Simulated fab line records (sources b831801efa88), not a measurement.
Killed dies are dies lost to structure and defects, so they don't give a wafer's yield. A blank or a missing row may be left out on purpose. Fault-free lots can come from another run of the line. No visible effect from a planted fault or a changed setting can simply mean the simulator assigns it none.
fab line records	flow sky130
record: lots: 6	wafers: 18	last_day: 50
route steps=708 shown VT_ADJUST_NCORE@128 VT_ADJUST_HVTR@131 VT_ADJUST_PCH@143 PAD_OPEN@708
lots untouched by any fault: they come from a run of this same line in which no faults occurred
start_h: hours from the record's opening day to when the first of the lot's shown wafers began	wait_h: hours elapsed since this lot's preceding step	" the same as in the row above	L1.1+2: a row that stands for several wafers	- either no value or no given start	* or withheld: withheld	< > ~ a bound
route shown NAME@n: names a module that has steps shown in the file, with the first one's number in the route	usual: mean and standard deviation over wafers with no fault	same: alike in all rows	chamber/n: place in a boat	sites: readings site by site	_std_site: standard deviation of those values	_edge_site: mean of outer sites minus mean of inner sites	radius_mm: how far each site lies from the wafer's centre	mask NAME#n: copy n	behind: the last tool/chamber to shape the wafer	hold: cause of the lot's hold/its duration in hours/its outcome	device: which transistor (n, p or np) failed to switch	end of line: at the end of the route, the tests of the same wafers	step lacking rows: just its recipe	killed: count of dies lost to structure and defects at first sort (not the wafer's yield)	map: the dies of a wafer, with x for killed, . for not killed, _ for no die there
set.NAME: the setting that was run; set.NAME@STEP: the one run at that earlier step	model.NAME: the simulator's own value behind a step, which no gauge read
lots seen at some steps along the route; tables by step, rows by wafer
services: the hour from which a tool's chamber was out of use, counted from the record's first day as start_h (under 0 if before that day), plus the number of hours and why
== steps ==
step: SKY_VT_ADJUST_NCORE_IMPLANT_09
recipe: species: B	energy_kev: 10	dose_cm2: 2.4e+12	tilt_deg: withheld
step: SKY_VT_ADJUST_NCORE_STRIP_10
recipe: chemistry: O2/N2	power_w: 1400	pressure_mtorr: 1500	platen_temp_c: withheld	o2_flow_sccm: 3000	n2_flow_sccm: 300	overash_fraction: 0.5
usual: drypump_motor_current_A: 5.69/0.26	oes_product_au: 0.715/0.0044	strip_time_to_endpoint_s: 14.20/0.043
same: overash_fraction: 0.5
lot.wafer	tool	chamber	start_h	wait_h	drypump_motor_current_A	oes_product_au	rf_hours_counter_h	strip_time_to_endpoint_s
L595.1	plasma_asher-02	0	234.07	0.1	5.43	0.715	49	14.12
L595.4	"	0	"	"	5.41	0.709	-	14.13
L595.6	"	1	"	"	6.05	0.713	-	14.12
L596.1	plasma_asher-01	1	241.54	0.1	5.71	0.712	12	14.21
L596.3	"	1	"	"	5.73	0.713	-	14.17
L596.4	"	0	"	"	5.53	0.715	-	14.21
L604.1	plasma_asher-02	0	293.54	0.1	5.41	0.712	55	14.16
L604.4	"	1	"	"	6.02	0.721	-	14.16
L604.6	"	0	"	"	5.42	0.721	-	14.18
L606.1	plasma_asher-02	1	307.78	0.1	6.03	0.719	57	14.23
L606.5	"	1	"	"	6.03	0.719	-	14.23
L606.6	"	0	"	"	5.41	0.719	-	14.21
L607.2	plasma_asher-02	0	314.27	0.1	5.42	0.722	58	14.20
L607.4	"	0	"	"	5.42	0.713	-	14.16
L607.6	"	0	"	"	5.42	0.715	-	14.23
L610.2	plasma_asher-04	1	335.32	0.1	5.92	0.712	65	14.29
L610.5	"	0	"	"	5.39	0.718	-	14.26
L610.6	"	1	"	"	5.92	0.722	-	14.25
step: SKY_VT_ADJUST_NCORE_TW_MEAS_11
usual: VT_ADJUST_NCORE_TW: 217.6/1.6
lot.wafer	tool	chamber	start_h	wait_h	VT_ADJUST_NCORE_TW
L595.1	film_metro-02	-	234.17	0.1	215.6
L595.4	"	-	"	"	216.6
L595.6	"	-	"	"	218.8
L596.1	film_metro-01	-	241.64	0.1	219.0
L596.3	"	-	"	"	219.9
L596.4	"	-	"	"	220.5
L604.1	film_metro-01	-	293.64	0.1	218.3
L604.4	"	-	"	"	218.5
L604.6	"	-	"	"	218.9
L606.1	film_metro-02	-	307.88	0.1	218.4
L606.5	"	-	"	"	217.0
L606.6	"	-	"	"	216.8
L607.2	film_metro-01	-	314.38	0.1	219.9
L607.4	"	-	"	"	219.7
L607.6	"	-	"	"	220.3
L610.2	film_metro-01	-	335.43	0.1	221.2
L610.5	"	-	"	"	219.9
L610.6	"	-	"	"	220.7
step: SKY_VT_ADJUST_HVTR_DEHYDRATE_00
recipe: temp_c: 200	time_s: 60
step: SKY_VT_ADJUST_HVTR_HMDS_01
recipe: prime_time_s: 60	prime_temp_c: 120
step: SKY_VT_ADJUST_HVTR_COAT_02
recipe: resist: NOVOLAK	spin_rpm: 3000	resist_thk_nm: 1140
step: SKY_VT_ADJUST_HVTR_SOFTBAKE_03
recipe: temp_c: 90	time_s: 60	resist: NOVOLAK
step: SKY_VT_ADJUST_HVTR_EXPOSE_04
recipe: mask_id: HVTRM	target_cd_nm: 380	na: 0.6	source_shape: conventional	sigma_outer: 0.6	dose_mj: 150
step: SKY_VT_ADJUST_HVTR_PEB_05
recipe: temp_c: withheld	time_s: *	resist: NOVOLAK
step: SKY_VT_ADJUST_HVTR_DEVELOP_06
recipe: develop_time_s: 60	dev_temp_c: 23
step: SKY_VT_ADJUST_HVTR_CD_MEAS_07
recipe: target_cd_nm: 380
usual: cd_nm: 379.2/2.5
lot.wafer	tool	chamber	start_h	wait_h	cd_nm
L595.1	cd_sem-02	-	256.99	0.1	377.8
L595.4	"	-	"	"	378.4
L595.6	"	-	"	"	379.6
L596.1	cd_sem-01	-	264.94	0.1	372.9
L596.3	"	-	"	"	375.8
L596.4	"	-	"	"	374.7
L604.1	cd_sem-02	-	317.16	0.1	380.1
L604.4	"	-	"	"	380.2
L604.6	"	-	"	"	382.6
L606.1	cd_sem-01	-	331.88	0.1	383.1
L606.5	"	-	"	"	381.3
L606.6	"	-	"	"	381.1
L607.2	cd_sem-01	-	339.13	0.1	379.8
L607.4	"	-	"	"	379.3
L607.6	"	-	"	"	380.8
L610.2	cd_sem-01	-	360.80	0.1	377.3
L610.5	"	-	"	"	376.7
L610.6	"	-	"	"	378.6
step: SKY_VT_ADJUST_HVTR_OVL_MEAS_08
usual: VT_ADJUST_HVTR_OVL: 0.6/1.6
lot.wafer	tool	chamber	start_h	wait_h	VT_ADJUST_HVTR_OVL[nm]
L595.1	overlay-01	-	257.11	0.1	-1.2
L595.4	"	-	"	"	1.8
L595.6	"	-	"	"	-0.8
L596.1	overlay-01	-	265.06	0.1	3.0
L596.3	"	-	"	"	3.7
L596.4	"	-	"	"	0.8
L604.1	overlay-01	-	317.28	0.1	1.7
L604.4	"	-	"	"	1.0
L604.6	"	-	"	"	2.2
L606.1	overlay-02	-	332.00	0.1	-2.5
L606.5	"	-	"	"	-1.6
L606.6	"	-	"	"	-2.3
L607.2	overlay-01	-	339.24	0.1	1.3
L607.4	"	-	"	"	3.1
L607.6	"	-	"	"	2.1
L610.2	overlay-02	-	360.91	0.1	0.0
L610.5	"	-	"	"	0.4
L610.6	"	-	"	"	-1.9
step: SKY_VT_ADJUST_HVTR_IMPLANT_09
recipe: species: B	energy_kev: 10	dose_cm2: 2.1e+12	tilt_deg: withheld
usual: beam_on_s: 10.00/0.2	dose_ions_cm2: 2.0999e+12/2.1e+09	faraday_current_uA: 11.85/0.24
lot.wafer	tool	chamber	start_h	wait_h	beam_on_s	dose_ions_cm2	faraday_current_uA
L595.1	implanter-02	0	257.14	0.0	10.28	2.093e+11	1.14
L595.4	"	0	"	"	10.07	2.084e+11	1.17
L595.6	"	0	"	"	10.00	2.104e+11	1.19
L596.1	implanter-02	0	265.09	0.0	10.03	2.089e+11	1.18
L596.3	"	0	"	"	10.05	2.045e+11	1.18
L596.4	"	0	"	"	10.19	2.07e+11	1.17
L604.1	implanter-01	0	317.32	0.0	10.59	2.1036e+12	11.14
L604.4	"	0	"	"	9.97	2.1001e+12	11.89
L604.6	"	0	"	"	10.17	2.1017e+12	11.57
L606.1	implanter-02	0	332.04	0.0	9.91	2.1015e+12	11.95
L606.5	"	0	"	"	10.02	2.097e+12	11.86
L606.6	"	0	"	"	9.97	2.1006e+12	11.87
L607.2	implanter-02	0	339.29	0.0	10.20	2.1012e+12	11.59
L607.4	"	0	"	"	9.93	2.1003e+12	11.89
L607.6	"	0	"	"	9.86	2.102e+12	12.02
L610.2	implanter-02	0	360.96	0.0	10.18	2.104e+12	11.67
L610.5	"	0	"	"	10.01	2.1042e+12	11.81
L610.6	"	0	"	"	9.95	2.1059e+12	11.95
step: SKY_VT_ADJUST_HVTR_STRIP_10
recipe: chemistry: O2/N2	power_w: 1400	pressure_mtorr: 1500	platen_temp_c: withheld	o2_flow_sccm: 3000	n2_flow_sccm: 300	overash_fraction: 0.5
usual: drypump_motor_current_A: 5.63/0.28	oes_product_au: 0.716/0.0044	strip_time_to_endpoint_s: 14.20/0.042
same: overash_fraction: 0.5
lot.wafer	tool	chamber	start_h	wait_h	drypump_motor_current_A	oes_product_au	rf_hours_counter_h	strip_time_to_endpoint_s
L595.1	plasma_asher-02	1	257.29	0.1	6.00	0.714	52	14.20
L595.4	"	0	"	"	5.41	0.718	-	14.20
L595.6	"	1	"	"	6.02	0.713	-	14.17
L596.1	plasma_asher-02	0	265.24	0.1	5.41	0.714	52	14.26
L596.3	"	1	"	"	6.03	0.717	-	14.30
L596.4	"	0	"	"	5.42	0.721	-	14.25
L604.1	plasma_asher-02	1	317.47	0.1	6.04	0.719	58	14.23
L604.4	"	1	"	"	6.04	0.717	-	14.22
L604.6	"	0	"	"	5.42	0.715	-	14.25
L606.1	plasma_asher-02	0	332.19	0.1	5.40	0.721	59	14.15
L606.5	"	1	"	"	6.03	0.718	-	14.15
L606.6	"	0	"	"	5.40	0.717	-	14.16
L607.2	plasma_asher-01	0	339.42	0.1	5.56	0.713	20	14.23
L607.4	"	0	"	"	5.54	0.712	-	14.16
L607.6	"	1	"	"	5.71	0.713	-	14.18
L610.2	plasma_asher-01	0	361.09	0.1	5.54	0.718	22	14.20
L610.5	"	1	"	"	5.68	0.721	-	14.25
L610.6	"	0	"	"	5.55	0.714	-	14.25
step: SKY_VT_ADJUST_HVTR_TW_MEAS_11
usual: VT_ADJUST_HVTR_TW: 210.4/1.4
lot.wafer	tool	chamber	start_h	wait_h	VT_ADJUST_HVTR_TW
L595.1	film_metro-04	-	257.39	0.1	116.5
L595.4	"	-	"	"	116.5
L595.6	"	-	"	"	116.0
L596.1	film_metro-01	-	265.34	0.1	114.3
L596.3	"	-	"	"	115.9
L596.4	"	-	"	"	115.9
L604.1	film_metro-01	-	317.57	0.1	212.3
L604.4	"	-	"	"	212.4
L604.6	"	-	"	"	212.5
L606.1	film_metro-03	-	332.29	0.1	207.7
L606.5	"	-	"	"	208.4
L606.6	"	-	"	"	208.6
L607.2	film_metro-04	-	339.53	0.1	211.0
L607.4	"	-	"	"	211.4
L607.6	"	-	"	"	211.3
L610.2	film_metro-04	-	361.20	0.1	209.2
L610.5	"	-	"	"	210.3
L610.6	"	-	"	"	210.3
step: SKY_VT_ADJUST_PCH_DEHYDRATE_00
recipe: temp_c: 200	time_s: 60
step: SKY_PAD_OPEN_PROBE_99
usual: killed_at_M0_to_M3: 43/6.1	killed_at_M4_up: 3.5/2	killed_at_contacts: 25/5.1	killed_at_front_end: 14/4.2	killed_at_other: 0.3/0.55	killed_dies: 86/8.3	killed_open: 46/7.2	killed_short: 39/6
same: gross_dies: 492	killed_at_back_side: 0
lot.wafer	tool	chamber	start_h	wait_h	killed_at_M0_to_M3	killed_at_M4_up	killed_at_contacts	killed_at_front_end	killed_at_other	killed_dies	killed_open	killed_short	model.etest.pfet_01v8_mvt.drive_ua_um	model.etest.pfet_01v8_mvt.off_log10_a_um	model.etest.pfet_01v8_mvt.vt_sat_v	model.etest.pfet_01v8_mvt.vt_v	model.etest.pfet_01v8_mvt.vt_long_v	model.etest.pfet_01v8_mvt.body_rise_v
L595.1	prober-01	-	1123.94	0.1	41	3	18	14	0	76	31	45	117.7	-12.77	-0.8146	-0.8643	-1.046	-0.1833
L595.4	prober-01	-	1124.09	0.2	43	4	31	20	0	98	60	38	115.4	-12.81	-0.8232	-0.868	-1.044	-0.1844
L595.6	prober-01	-	1124.19	0.2	31	4	21	19	0	75	35	40	119.4	-12.72	-0.808	-0.8564	-1.04	-0.1826
L596.1	prober-02	-	1126.76	0.1	40	5	22	12	0	79	34	45	123.2	-12.59	-0.7694	-0.8222	-1.011	-0.1899
L596.3	prober-02	-	1126.86	0.2	48	2	29	6	0	85	56	28	125.3	-12.43	-0.7596	-0.8135	-1.01	-0.189
L596.4	prober-02	-	1126.91	0.2	42	3	26	9	1	81	46	35	122.9	-12.8	-0.7635	-0.8162	-1.006	-0.1921
L604.1	prober-02	-	1162.79	0.1	36	5	37	11	0	89	49	40	152.3	-10.57	-0.5535	-0.6382	-0.8424	-0.1933
L604.4	prober-02	-	1162.94	0.2	45	2	23	9	0	79	49	30	151.7	-10.57	-0.5564	-0.6392	-0.8449	-0.1945
L604.6	prober-02	-	1163.04	0.2	51	2	27	17	1	98	62	36	152.8	-10.54	-0.5486	-0.6345	-0.8409	-0.1973
L606.1	prober-01	-	1171.54	0.1	38	4	29	14	1	86	38	48	153.2	-10.6	-0.5757	-0.6669	-0.8727	-0.1869
L606.5	prober-01	-	1171.74	0.2	30	3	19	17	1	70	35	35	147.5	-10.86	-0.5847	-0.6684	-0.8678	-0.1878
L606.6	prober-01	-	1171.79	0.2	45	0	34	11	1	91	48	43	151.9	-10.77	-0.5895	-0.6729	-0.8754	-0.1818
L607.2	prober-02	-	1178.22	0.1	39	2	22	18	0	81	44	34	151.3	-10.76	-0.5686	-0.6543	-0.8595	-0.1853
L607.4	prober-02	-	1178.32	0.2	36	2	21	13	0	72	38	34	156.2	-10.54	-0.5475	-0.6383	-0.8512	-0.1879
L607.6	prober-02	-	1178.42	0.2	40	4	21	14	0	79	43	36	154.8	-10.66	-0.5525	-0.6393	-0.8487	-0.1859
L610.2	prober-01	-	1191.54	0.1	50	3	18	8	0	79	41	38	150.5	-10.72	-0.5756	-0.6647	-0.8722	-0.1891
L610.5	prober-01	-	1191.69	0.2	42	3	16	19	1	81	35	46	151.2	-10.7	-0.5724	-0.6599	-0.8642	-0.1883
L610.6	prober-01	-	1191.74	0.2	50	3	21	19	0	93	54	39	150.8	-10.61	-0.5597	-0.6545	-0.8637	-0.1905
killed by level:class
L595.1 CONTACT:geometric_particle:short=9 VIA1:geometric_particle:open=7 METAL2:geometric_particle:short=7 FIELD_ISO:geometric_particle:short=6 VIA3:geometric_particle:short=6 VIA2:geometric_particle:open=6 VIA3:geometric_particle:open=5 LOCAL_INTERCONNECT:geometric_particle:short=4
L595.4 VIA1:geometric_particle:open=12 VIA3:geometric_particle:open=9 CONTACT:geometric_particle:open=8 FIELD_ISO:geometric_particle:open=7 LOCAL_INTERCONNECT:geometric_particle:short=7 VIA2:geometric_particle:open=7 FIELD_ISO:geometric_particle:short=6 LI_CONTACT:geometric_particle:open=6
L595.6 LI_CONTACT:geometric_particle:short=7 VIA3:geometric_particle:open=7 FIELD_ISO:geometric_particle:short=6 METAL2:geometric_particle:short=6 FIELD_ISO:geometric_particle:open=5 LI_CONTACT:geometric_particle:open=5 POLY_GATE:geometric_particle:short=4 LOCAL_INTERCONNECT:geometric_particle:short=4
L596.1 VIA1:geometric_particle:open=12 METAL1:geometric_particle:short=10 CONTACT:geometric_particle:open=8 CONTACT:geometric_particle:short=7 VIA1:geometric_particle:short=5 FIELD_ISO:geometric_particle:short=4 LI_CONTACT:geometric_particle:open=3 VIA2:geometric_particle:open=3
L596.3 CONTACT:geometric_particle:open=14 VIA1:geometric_particle:open=14 LI_CONTACT:geometric_particle:open=8 VIA2:geometric_particle:open=7 METAL1:geometric_particle:short=5 VIA3:geometric_particle:open=4 METAL2:geometric_particle:short=4 VIA1:geometric_particle:short=3
L596.4 VIA1:geometric_particle:open=15 CONTACT:geometric_particle:short=7 CONTACT:geometric_particle:open=6 LOCAL_INTERCONNECT:geometric_particle:short=5 VIA2:geometric_particle:open=5 LI_CONTACT:geometric_particle:open=4 VIA3:geometric_particle:open=4 METAL2:geometric_particle:short=3
L604.1 CONTACT:geometric_particle:open=11 VIA1:geometric_particle:open=9 LOCAL_INTERCONNECT:geometric_particle:short=8 CONTACT:geometric_particle:short=8 VIA3:geometric_particle:open=8 LI_CONTACT:geometric_particle:open=6 METAL2:geometric_particle:short=6 VIA2:geometric_particle:open=5
L604.4 VIA1:geometric_particle:open=13 LI_CONTACT:geometric_particle:open=10 VIA3:geometric_particle:open=7 VIA2:geometric_particle:short=4 CONTACT:geometric_particle:short=4 CONTACT:geometric_particle:open=4 METAL1:geometric_particle:short=4 VIA2:geometric_particle:open=4
L604.6 LI_CONTACT:geometric_particle:open=14 VIA3:geometric_particle:open=10 CONTACT:geometric_particle:open=7 METAL2:geometric_particle:short=7 VIA2:geometric_particle:open=7 POLY_GATE:geometric_particle:open=6 VIA1:geometric_particle:open=6 METAL3:geometric_particle:short=6
L606.1 CONTACT:geometric_particle:open=10 VIA1:geometric_particle:open=7 METAL2:geometric_particle:short=7 LOCAL_INTERCONNECT:geometric_particle:short=6 LI_CONTACT:geometric_particle:open=6 VIA2:geometric_particle:open=6 VIA2:geometric_particle:short=5 FIELD_ISO:geometric_particle:open=4
L606.5 VIA1:geometric_particle:open=10 FIELD_ISO:geometric_particle:open=6 LOCAL_INTERCONNECT:geometric_particle:short=6 VIA2:geometric_particle:open=6 LI_CONTACT:geometric_particle:open=5 POLY_GATE:geometric_particle:short=4 VIA1:geometric_particle:short=4 FIELD_ISO:geometric_particle:short=3
L606.6 CONTACT:geometric_particle:open=13 VIA1:geometric_particle:open=12 METAL2:geometric_particle:short=7 LI_CONTACT:geometric_particle:open=7 VIA2:geometric_particle:open=7 FIELD_ISO:geometric_particle:short=6 LI_CONTACT:geometric_particle:short=5 CONTACT:geometric_particle:short=5
L607.2 VIA1:geometric_particle:open=10 CONTACT:geometric_particle:short=8 CONTACT:geometric_particle:open=8 FIELD_ISO:geometric_particle:open=5 VIA3:geometric_particle:open=5 VIA1:geometric_particle:short=5 METAL1:geometric_particle:short=4 METAL2:geometric_particle:open=4
L607.4 VIA1:geometric_particle:open=9 LI_CONTACT:geometric_particle:open=7 CONTACT:geometric_particle:open=6 METAL1:geometric_particle:short=6 FIELD_ISO:geometric_particle:open=5 METAL2:geometric_particle:short=5 VIA1:geometric_particle:short=4 VIA3:geometric_particle:short=4
L607.6 VIA1:geometric_particle:open=10 METAL1:geometric_particle:short=8 LI_CONTACT:geometric_particle:open=7 CONTACT:geometric_particle:open=7 METAL2:geometric_particle:short=6 VIA3:geometric_particle:open=5 VIA2:geometric_particle:open=4 METAL4:geometric_particle:short=4
L610.2 CONTACT:geometric_particle:open=11 VIA1:geometric_particle:open=10 VIA3:geometric_particle:open=9 METAL1:geometric_particle:short=8 VIA3:geometric_particle:short=6 VIA2:geometric_particle:short=5 FIELD_ISO:geometric_particle:short=4 VIA2:geometric_particle:open=4
L610.5 VIA1:geometric_particle:short=9 VIA1:geometric_particle:open=7 VIA2:geometric_particle:open=6 FIELD_ISO:geometric_particle:open=5 POLY_GATE:geometric_particle:short=4 CONTACT:geometric_particle:open=4 CONTACT:geometric_particle:short=4 VIA3:geometric_particle:open=4
L610.6 CONTACT:geometric_particle:open=10 VIA1:geometric_particle:open=10 METAL1:geometric_particle:short=9 VIA2:geometric_particle:open=8 FIELD_ISO:geometric_particle:open=5 POLY_GATE:geometric_particle:short=5 LI_CONTACT:geometric_particle:open=5 VIA3:geometric_particle:open=5
== services ==
tool	chamber	start_h	hours	kind
plasma_asher-04	-	234.41	0.7	repair
implanter-02	-	276.88	1.3	repair
implanter-01	-	290.57	6.9	repair
plasma_asher-01	-	290.98	15.6	pm
plasma_asher-04	-	294.56	1.1	repair
implanter-02	-	305.41	2.2	repair
implanter-01	-	332.22	1.5	repair
implanter-01	-	347.82	20.6	repair
== key ==
first_sign: step: SKY_VT_ADJUST_HVTR_IMPLANT_09	reading: dose_ions_cm2	direction: down	sigmas: 99+	usual: *	struck: *
effect: step: SKY_VT_ADJUST_HVTR_IMPLANT_09	reading: faraday_current_uA	direction: down	sigmas: 44	usual: 11.85	struck: 1.17
effect: step: SKY_VT_ADJUST_HVTR_TW_MEAS_11	reading: VT_ADJUST_HVTR_TW	direction: down	sigmas: 67	usual: 210.4	struck: 115.9
model_effect: step: SKY_PAD_OPEN_PROBE_99	value: etest.pfet_01v8_mvt.drive_ua_um	without: 153.6	struck: 120.7
met_at SKY_VT_ADJUST_HVTR_IMPLANT_09
struck_wafers L595.1,L595.4,L595.6,L596.1,L596.3,L596.4
tester_left_out L595,L596
fault: kind: process_parameter_drift	tool: implanter-02	chamber: -	onset_h: 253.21	steps: SKY_VT_ADJUST_HVTR_IMPLANT_09	channel: dose_cm2	offset: *	shape: step	end_h: 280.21	acts_in: *	stated: *
tester_left_out: of these lots the tester's yield and bins aren't shown, on N5 and GAA mostly nor the transistor test; their killed dies are dies lost to structure and defects alone, not to doping, threshold or leakage, so they don't give the yield
